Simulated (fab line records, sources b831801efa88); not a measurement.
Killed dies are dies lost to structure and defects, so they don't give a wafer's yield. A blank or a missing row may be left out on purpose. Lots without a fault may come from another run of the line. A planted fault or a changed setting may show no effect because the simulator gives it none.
fab line records | flow sky130
record lots=12 wafers=36 last_day=50
route steps=708 shown LI_CONTACT@376 LOCAL_INTERCONNECT@389 PAD_OPEN@708
lots that met no fault: from a run of the same line without faults
start_h: hours from the record's first day to the start of the lot's first wafer shown | wait_h: hours since the lot's step before | " the same as in the row above | L1.1+2: a row that stands for several wafers | - no value, or no start given | * or withheld: withheld | < > ~ a bound
route shown NAME@n: a module of which the file shows steps, and the number in the route of the first | usual: mean/standard deviation of fault-free wafers | same: alike in all rows | chamber/n: place in a boat | sites: the reading at each site | _std_site: their standard deviation | _edge_site: outer sites' mean less inner sites' | radius_mm: how far each site lies from the wafer's centre | mask NAME#n: copy n | behind: the tool/chamber that last shaped the wafer | hold: why the lot was held/for how many hours/how that ended | device: the transistor (n, p or np) that didn't switch | end of line: the same wafers' tests at the end of the route | a step without rows: its recipe alone | killed: dies lost to structure and defects at the first sort, not the wafer's yield | map: a wafer's dies, x killed, . not, _ none there
set.NAME: the setting as run; set.NAME@STEP: as run at that earlier step | model.NAME: the simulator's own value behind a step, which no gauge read
steps of the route over a sample of lots; a table a step, a row a wafer
services: from which hour (start_h, from the record's first day; less than 0 if before it) a tool's chamber was out of use, for how many hours, and why
## steps
# step SKY_LI_CONTACT_ETCH_14
# recipe chemistry=N2/H2 target=BARC ion_energy_ev=200 source_w=500 bias_w=100 pressure_mtorr=30 n2_flow_sccm=100 h2_flow_sccm=200 stop_on=SiO2 time_s=45.9 target_depth_a=600
# usual drypump_motor_current_A=5.6/0.54 oes_product_au=0.855/0.0047 throttle_valve_pct=13.224/0.0092
# same time_s=45.9
# columns lot.wafer tool chamber start_h wait_h drypump_motor_current_A oes_product_au rf_hours_counter_h throttle_valve_pct
L366.2 rie_diel-02 3 670.16 0.0 6.3 0.851 2 13.207
L366.4 " 2 " " 5.5 0.848 16 13.216
L366.5 " 0 " " 5.3 0.860 - 13.231
L367.1 rie_diel-03 2 680.06 0.0 5.7 0.854 16 13.215
L367.2 " 3 " " 4.7 0.860 12 13.227
L367.3 " 1 " " 6.0 0.866 6 13.221
L368.1 rie_diel-03 3 691.76 0.0 4.7 0.860 13 13.228
L368.5 " 3 " " 4.7 0.854 - 13.228
L368.6 " 2 " " 5.7 0.856 - 13.222
L370.3 rie_diel-03 2 711.12 0.0 5.7 0.858 17 13.235
L370.5 " 0 " " 4.9 0.851 - 13.220
L370.6 " 1 " " 6.0 0.854 - 13.210
L371.1 rie_diel-01 3 726.11 0.0 5.3 0.849 3 13.233
L371.3 " 2 " " 5.2 0.846 24 13.232
L371.4 " 1 " " 6.7 0.853 3 13.239
L372.2 rie_diel-02 2 738.81 0.0 5.5 0.855 18 13.217
L372.3 " 3 " " 6.3 0.853 3 13.222
L372.4 " 0 " " 5.2 0.857 15 13.247
L374.1 rie_diel-03 2 742.11 0.0 5.7 0.857 18 13.230
L374.2 " 0 " " 5.0 0.858 1 13.226
L374.4 " 1 " " 6.0 0.858 8 13.223
L383.2 rie_diel-01 2 814.42 0.0 5.2 0.859 27 13.233
L383.4 " 0 " " 5.9 0.864 21 13.214
L383.5 " 1 " " 6.7 0.854 - 13.237
L384.3 rie_diel-01 2 834.13 0.0 5.2 0.850 27 13.221
L384.4 " 3 " " 5.2 0.852 - 13.234
L384.5 " 0 " " 5.9 0.853 - 13.225
L385.1 rie_diel-01 0 837.37 0.0 5.9 0.859 21 13.241
L385.4 " 0 " " 5.9 0.867 - 13.215
L385.5 " 0 " " 5.9 0.855 - 13.237
L388.2 rie_diel-01 1 852.50 0.0 6.7 0.857 6 13.245
L388.3 " 0 " " 5.9 0.848 22 13.226
L388.4 " 0 " " 5.9 0.851 - 13.203
L389.2 rie_diel-02 3 855.38 0.0 6.2 0.857 6 13.209
L389.5 " 3 " " 6.2 0.855 - 13.220
L389.6 " 0 " " 5.2 0.861 - 13.219
# step SKY_LI_CONTACT_CVD_21
# recipe material=W target_thk_nm=400 time_s=120.56 temp_c=400 pressure_torr=40
# usual heater_power_w=822/96
# columns lot.wafer tool chamber start_h wait_h heater_power_w
L366.2 cvd_w-02 0 670.72 0.0 859
L366.4 " 0 " " 864
L366.5 " 0 " " 864
L367.1 cvd_w-01 1 680.65 0.0 683
L367.2 " 0 " " 949
L367.3 " 1 " " 665
L368.1 cvd_w-02 0 692.32 0.0 861
L368.5 " 0 " " 863
L368.6 " 1 " " 809
L370.3 cvd_w-01 0 711.72 0.1 958
L370.5 " 1 " " 690
L370.6 " 0 " " 925
L371.1 cvd_w-01 1 726.67 0.0 683
L371.3 " 1 " " 681
L371.4 " 0 " " 949
L372.2 cvd_w-01 0 739.36 0.0 944
L372.3 " 1 " " 673
L372.4 " 0 " " 940
L374.1 cvd_w-01 1 742.67 0.0 694
L374.2 " 0 " " 976
L374.4 " 1 " " 679
L383.2 cvd_w-02 0 814.97 0.0 844
L383.4 " 1 " " 798
L383.5 " 1 " " 800
L384.3 cvd_w-01 0 834.73 0.1 925
L384.4 " 1 " " 700
L384.5 " 1 " " 680
L385.1 cvd_w-02 0 838.02 0.0 871
L385.4 " 0 " " 840
L385.5 " 1 " " 806
L388.2 cvd_w-01 1 853.06 0.0 698
L388.3 " 1 " " 694
L388.4 " 0 " " 964
L389.2 cvd_w-01 1 855.94 0.0 706
L389.5 " 0 " " 951
L389.6 " 1 " " 696
# step SKY_LI_CONTACT_RS_MEAS_22
# recipe thk_meas_gauge=four-point-probe reads=W_of_LI_CONTACT_CVD_21+TiN_of_LI_CONTACT_SPUTTER_20+Ti_of_LI_CONTACT_SPUTTER_19
# usual LI_CONTACT_W_RS=0.2842/0.0025
# columns lot.wafer tool chamber start_h wait_h LI_CONTACT_W_RS[ohm/sq]
L366.2 film_metro-04 - 670.86 0.1 0.2849
L366.4 " - " " 0.2841
L366.5 " - " " 0.2856
L367.1 film_metro-01 - 680.77 0.1 0.2868
L367.2 " - " " 0.2858
L367.3 " - " " 0.2852
L368.1 film_metro-01 - 692.44 0.1 0.2848
L368.5 " - " " 0.2836
L368.6 " - " " 0.2848
L370.3 film_metro-01 - 711.85 0.1 0.2842
L370.5 " - " " 0.2863
L370.6 " - " " 0.2888
L371.1 film_metro-03 - 726.80 0.1 0.2849
L371.3 " - " " 0.2819
L371.4 " - " " 0.2846
L372.2 film_metro-04 - 739.51 0.1 0.2884
L372.3 " - " " 0.2749
L372.4 " - " " 0.2873
L374.1 film_metro-03 - 742.80 0.1 0.2726
L374.2 " - " " 0.2883
L374.4 " - " " 0.2717
L383.2 film_metro-03 - 815.12 0.1 0.2863
L383.4 " - " " 0.2808
L383.5 " - " " 0.2825
L384.3 film_metro-04 - 834.85 0.1 0.2828
L384.4 " - " " 0.2833
L384.5 " - " " 0.2811
L385.1 film_metro-01 - 838.15 0.1 0.2797
L385.4 " - " " 0.2813
L385.5 " - " " 0.2815
L388.2 film_metro-04 - 853.20 0.1 0.2810
L388.3 " - " " 0.2812
L388.4 " - " " 0.2800
L389.2 film_metro-04 - 856.08 0.1 0.2857
L389.5 " - " " 0.2891
L389.6 " - " " 0.2861
# step SKY_LI_CONTACT_CMP_24
# recipe stop_on=PSG t_overpolish_s=20 down_force_psi=3.5 platen_rpm=60 target_thk_nm=0 pad_velocity_m_s=0.94248
# usual head_pressure_psi=3.500/0.0074 motor_current_A=11.0/1.1 overpolish_run_s=20.000/0.0089 time_to_endpoint_s=98/3.3
# columns lot.wafer tool chamber start_h wait_h head_pressure_psi motor_current_A overpolish_run_s time_to_endpoint_s
L366.4 cmp-02 2 671.12 0.1 3.500 11.3 20.014 99
L366.2 " 3 " " 3.503 12.3 20.009 96
L366.5 " 0 " " 3.508 9.4 20.003 100
L367.3 cmp-01 1 681.00 0.1 3.500 10.4 20.013 96
L367.1 " 2 " " 3.500 12.9 19.995 93
L367.2 " 3 " " 3.491 11.6 19.998 97
L368.1 cmp-02 1 692.62 0.1 3.495 10.7 19.995 102
L368.5 " 1 " " 3.496 10.1 19.992 105
L368.6 " 2 " " 3.506 11.1 19.993 101
L370.3 cmp-01 2 711.99 0.0 3.495 12.6 20.016 96
L370.6 " 2 " " 3.495 12.8 20.002 94
L370.5 " 3 " " 3.512 12.1 19.983 97
L371.4 cmp-02 3 726.98 0.0 3.508 12.3 19.995 94
L371.3 " 0 " " 3.500 9.0 20.005 98
L371.1 " 1 " " 3.505 10.2 19.996 94
L372.2 cmp-01 1 739.72 0.1 3.500 10.8 20.000 98
L372.3 " 2 " " 3.512 12.6 19.999 99
L372.4 " 3 " " 3.512 12.3 20.000 97
L374.2 cmp-02 1 742.98 0.0 3.494 10.2 19.988 95
L374.4 " 3 " " 3.491 12.1 20.013 101
L374.1 " 0 " " 3.505 9.0 19.998 100
L383.2 cmp-02 1 815.33 0.1 3.501 10.3 19.998 97
L383.4 " 3 " " 3.512 12.2 19.991 98
L383.5 " 1 " " 3.513 11.1 20.006 101
L384.3 cmp-02 3 834.99 0.0 3.503 12.2 20.004 97
L384.4 " 2 " " 3.495 10.7 20.000 95
L384.5 " 3 " " 3.497 11.7 20.006 103
L385.4 cmp-01 2 838.33 0.0 3.499 13.4 19.998 97
L385.1 " 0 " " 3.501 10.2 20.014 101
L385.5 " 3 " " 3.504 10.7 20.005 101
L388.3 cmp-01 2 853.36 0.0 3.495 12.5 20.005 97
L388.2 " 3 " " 3.503 11.3 20.003 94
L388.4 " 1 " " 3.507 10.9 20.003 96
L389.2 cmp-01 2 856.24 0.0 3.500 12.6 19.987 90
L389.6 " 2 " " 3.496 13.1 20.011 92
L389.5 " 3 " " 3.506 11.8 20.018 90
# step SKY_LOCAL_INTERCONNECT_THK_MEAS_02
# recipe thk_meas_gauge=xrf reads=TiN_of_LOCAL_INTERCONNECT_SPUTTER_00
# usual LOCAL_INTERCONNECT_TIN_THK=99.1/0.95
# columns lot.wafer tool chamber start_h wait_h LOCAL_INTERCONNECT_TIN_THK[nm]
L366.2 film_metro-02 - 671.51 0.1 98.0
L366.4 " - " " 98.7
L366.5 " - " " 98.1
L367.1 film_metro-01 - 681.44 0.1 98.2
L367.2 " - " " 99.5
L367.3 " - " " 98.8
L368.1 film_metro-02 - 693.10 0.1 98.0
L368.5 " - " " 97.6
L368.6 " - " " 97.1
L370.3 film_metro-02 - 712.49 0.1 100.2
L370.5 " - " " 99.9
L370.6 " - " " 99.5
L371.1 film_metro-03 - 727.46 0.1 100.0
L371.3 " - " " 99.6
L371.4 " - " " 100.6
L372.2 film_metro-03 - 740.16 0.1 99.3
L372.3 " - " " 99.0
L372.4 " - " " 98.9
L374.1 film_metro-03 - 743.46 0.1 99.8
L374.2 " - " " 98.7
L374.4 " - " " 99.1
L383.2 film_metro-03 - 815.77 0.1 98.5
L383.4 " - " " 98.7
L383.5 " - " " 98.8
L384.3 film_metro-02 - 835.49 0.1 98.0
L384.4 " - " " 99.1
L384.5 " - " " 98.4
L385.1 film_metro-01 - 838.81 0.1 99.0
L385.4 " - " " 99.3
L385.5 " - " " 98.9
L388.2 film_metro-03 - 853.85 0.1 98.7
L388.3 " - " " 98.4
L388.4 " - " " 97.1
L389.2 film_metro-02 - 856.73 0.1 99.9
L389.5 " - " " 100.2
L389.6 " - " " 99.7
# step SKY_PAD_OPEN_PROBE_99
# usual killed_at_M0_to_M3=43/6.7 killed_at_M4_up=3.2/1.8 killed_at_contacts=25/5.2 killed_at_front_end=15/4.4 killed_at_other=0.2/0.4 killed_dies=87/9.3 killed_open=48/7.1 killed_short=39/6
# same gross_dies=492 killed_at_back_side=0
# columns lot.wafer tool chamber start_h wait_h killed_at_M0_to_M3 killed_at_M4_up killed_at_contacts killed_at_front_end killed_at_other killed_dies killed_open killed_short
L367.1 prober-02 - 1080.81 0.1 39 5 15 17 1 77 43 34
L367.2 prober-02 - 1080.86 0.1 64 5 31 19 0 119 75 44
L367.3 prober-02 - 1080.91 0.2 38 3 19 20 0 80 43 37
L368.1 prober-01 - 1084.13 0.1 49 1 39 13 0 102 57 45
L368.5 prober-01 - 1084.33 0.2 35 5 29 20 1 90 49 41
L368.6 prober-01 - 1084.38 0.2 55 3 23 11 0 92 53 39
L374.1 prober-01 - 1122.77 0.1 46 4 29 10 0 89 57 32
L374.2 prober-01 - 1122.82 0.1 40 5 26 17 0 88 54 34
L374.4 prober-01 - 1122.92 0.2 35 6 26 22 0 89 53 36
L383.2 prober-02 - 1176.78 0.1 33 3 29 17 0 82 51 31
L383.4 prober-02 - 1176.88 0.2 41 3 26 16 0 86 52 34
L383.5 prober-02 - 1176.93 0.2 30 4 29 21 1 85 41 44
# killed by level:class
L367.1 VIA1:geometric_particle:open=12 POLY_GATE:geometric_particle:open=7 VIA2:geometric_particle:open=7 CONTACT:geometric_particle:short=6 VIA1:geometric_particle:short=6 FIELD_ISO:geometric_particle:open=4 CONTACT:geometric_particle:open=4 METAL3:geometric_particle:short=4
L367.2 VIA1:geometric_particle:open=19 LI_CONTACT:geometric_particle:open=9 CONTACT:geometric_particle:open=9 VIA2:geometric_particle:open=9 CONTACT:geometric_particle:short=8 FIELD_ISO:geometric_particle:open=7 VIA3:geometric_particle:open=7 VIA3:geometric_particle:short=6
L367.3 FIELD_ISO:geometric_particle:open=7 CONTACT:geometric_particle:open=7 METAL2:geometric_particle:short=7 METAL1:geometric_particle:short=6 CONTACT:geometric_particle:short=5 METAL3:geometric_particle:short=5 VIA3:geometric_particle:open=4 LI_CONTACT:geometric_particle:open=4
L368.1 CONTACT:geometric_particle:open=13 LI_CONTACT:geometric_particle:open=10 VIA1:geometric_particle:open=10 CONTACT:geometric_particle:short=7 METAL2:geometric_particle:short=7 VIA1:geometric_particle:short=6 VIA2:geometric_particle:open=6 VIA3:geometric_particle:open=6
L368.5 LOCAL_INTERCONNECT:geometric_particle:short=9 VIA1:geometric_particle:open=8 CONTACT:geometric_particle:open=7 METAL1:geometric_particle:short=7 LI_CONTACT:geometric_particle:open=6 FIELD_ISO:geometric_particle:short=5 METAL2:geometric_particle:open=5 CONTACT:geometric_particle:short=5
L368.6 VIA1:geometric_particle:open=9 CONTACT:geometric_particle:open=9 METAL1:geometric_particle:short=9 VIA2:geometric_particle:open=9 VIA1:geometric_particle:short=6 FIELD_ISO:geometric_particle:open=5 METAL1:geometric_particle:open=5 METAL2:geometric_particle:short=5
L374.1 LI_CONTACT:geometric_particle:open=15 CONTACT:geometric_particle:open=9 VIA3:geometric_particle:open=9 VIA1:geometric_particle:open=8 METAL2:geometric_particle:short=7 VIA2:geometric_particle:open=6 METAL1:geometric_particle:short=6 VIA2:geometric_particle:short=3
L374.2 CONTACT:geometric_particle:open=14 LI_CONTACT:geometric_particle:open=7 METAL1:geometric_particle:short=7 FIELD_ISO:geometric_particle:open=6 VIA2:geometric_particle:open=6 VIA1:geometric_particle:short=5 VIA1:geometric_particle:open=5 VIA3:geometric_particle:open=5
L374.4 VIA1:geometric_particle:open=12 CONTACT:geometric_particle:open=10 VIA3:geometric_particle:open=7 METAL2:geometric_particle:short=7 FIELD_ISO:geometric_particle:short=6 FIELD_ISO:geometric_particle:open=5 POLY_GATE:geometric_particle:short=5 LI_CONTACT:geometric_particle:open=5
L383.2 LI_CONTACT:geometric_particle:open=12 VIA3:geometric_particle:open=9 VIA1:geometric_particle:open=9 CONTACT:geometric_particle:open=7 CONTACT:geometric_particle:short=6 FIELD_ISO:geometric_particle:short=5 VIA2:geometric_particle:open=4 POLY_GATE:geometric_particle:open=3
L383.4 VIA1:geometric_particle:open=10 VIA2:geometric_particle:open=10 CONTACT:geometric_particle:open=9 CONTACT:geometric_particle:short=8 FIELD_ISO:geometric_particle:open=6 METAL1:geometric_particle:short=6 LI_CONTACT:geometric_particle:open=5 POLY_GATE:geometric_particle:short=4
L383.5 FIELD_ISO:geometric_particle:open=8 CONTACT:geometric_particle:short=8 LI_CONTACT:geometric_particle:open=7 CONTACT:geometric_particle:open=7 VIA1:geometric_particle:open=6 LOCAL_INTERCONNECT:geometric_particle:short=5 VIA3:geometric_particle:open=4 VIA3:geometric_particle:short=4
## services
# columns tool chamber start_h hours kind
rie_diel-03 - 658.90 15.6 pm
cmp-01 - 686.36 1.2 repair
rie_diel-03 1 696.06 4.8 repair
cvd_w-02 - 696.07 0.6 repair
cmp-02 - 734.00 0.3 repair
cvd_w-02 1 739.96 4.7 repair
rie_diel-01 0 740.27 7.0 repair
cmp-01 - 744.00 4.0 pm
cvd_w-01 - 745.03 0.8 repair
cmp-01 - 756.14 6.4 pm
rie_diel-02 1 761.09 4.0 repair
rie_diel-01 3 765.04 1.8 repair
rie_diel-02 - 765.74 0.1 repair
cmp-02 - 766.55 1.9 repair
cmp-01 - 774.06 1.8 repair
rie_diel-03 3 774.72 1.4 repair
cvd_w-01 0 788.48 3.7 repair
cmp-02 - 806.96 1.1 repair
rie_diel-01 - 815.54 2.8 pm
cvd_w-01 - 818.05 8.5 repair
rie_diel-01 1 834.06 6.3 repair
rie_diel-01 3 836.73 3.3 repair
rie_diel-03 0 837.05 6.5 repair
cvd_w-02 - 847.89 2.8 pm
## key
first_sign step=SKY_LI_CONTACT_RS_MEAS_22 reading=LI_CONTACT_W_RS direction=down sigmas=4.4 usual=0.2842 struck=0.2731
effect none on later readings
met_at SKY_LI_CONTACT_CVD_21
struck_lots L372,L374
struck_wafers L372.3,L374.1,L374.4
tester_left_out L372,L374
not_acting_at SKY_LI_CONTACT_ETCH_14,SKY_LI_CONTACT_CMP_24,SKY_LOCAL_INTERCONNECT_THK_MEAS_02
onset_between 726.67 739.36
fault kind=process_parameter_drift tool=cvd_w-01 chamber=1 onset_h=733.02 steps=SKY_LI_CONTACT_CVD_21 channel=target_thk_nm offset=18.55 shape=step end_h=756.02 acts_in=these_recipes_only stated=400
# tester_left_out: of these lots the tester's yield and bins aren't shown, on N5 and GAA mostly nor the transistor test; their killed dies are dies lost to structure and defects alone, not to doping, threshold or leakage, so they don't give the yield
